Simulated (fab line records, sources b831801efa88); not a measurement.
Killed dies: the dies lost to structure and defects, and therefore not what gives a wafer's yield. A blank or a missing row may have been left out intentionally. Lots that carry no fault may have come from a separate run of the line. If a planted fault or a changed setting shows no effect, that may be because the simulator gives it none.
Matching of chambers + flow sky130 + pecvd-03 running SKY_CAPM_CVD_00: 3 sister chambers
The step deposits SiO2, target thk 15.5 nm. 16 wafers are shown with their chamber, then 8 later ones without.

## WAFERS PAIRED WITH THEIR CHAMBERS
| wafer  | chamber | heater-power-w (W) |
|--------|---------|--------------------|
| L076.1 | 0       | 594                |
| L076.3 | 2       | 784                |
| L076.6 | 2       | 768                |
| L077.1 | 0       | 610                |
| L077.3 | 1       | 869                |
| L077.6 | 0       | 619                |
| L079.1 | 0       | 620                |
| L079.3 | 2       | 850                |
| L079.4 | 0       | 626                |
| L085.1 | 2       | 746                |
| L085.3 | 0       | 574                |
| L085.4 | 2       | 775                |
| L087.1 | 1       | 957                |
| L087.2 | 0       | 644                |
| L087.5 | 1       | 940                |
| L088.1 | 0       | 634                |

SIGNATURES, as means of the wafers listed above
| reading        | chamber 0 | chamber 1 | chamber 2 | scatter within a chamber |
|----------------|-----------|-----------|-----------|--------------------------|
| heater-power-w | 615.12    | 922.00    | 784.60    | 32.8                     |
Rule: distance of a wafer from a chamber = root of the sum over the readings of ((wafer's reading minus chamber's mean) / reading's scatter) squared. If the next closest chamber is less than 2 further off than the closest, the wafer can't be placed; otherwise it belongs to the closest. The scatter is the square root of a quotient: the sum, over the shown wafers, of each reading's squared deviation from its chamber's mean, divided by wafers minus chambers.

## WAFERS MISSING THEIR CHAMBER
| wafer  | heater-power-w (W) |
|--------|--------------------|
| L088.2 | 908                |
| L088.3 | 875                |
| L093.1 | 833                |
| L093.2 | 860                |
| L093.4 | 827                |
| L096.2 | 803                |
| L096.4 | 605                |
| L096.6 | 788                |

## WHICH CHAMBER EACH ONE RAN IN
| wafer  | from the rows above     | in truth |
|--------|-------------------------|----------|
| L088.2 | 1                       | 1        |
| L088.3 | can't be placed: 1 or 2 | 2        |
| L093.1 | can't be placed: 2 or 1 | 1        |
| L093.2 | can't be placed: 1 or 2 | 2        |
| L093.4 | can't be placed: 2 or 1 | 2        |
| L096.2 | 2                       | 2        |
| L096.4 | 0                       | 0        |
| L096.6 | 2                       | 2        |
Correctly placed: 4 of 8. These rows do not allow placing 4 (true chamber among the candidates in 4). Placed wrongly: 0.
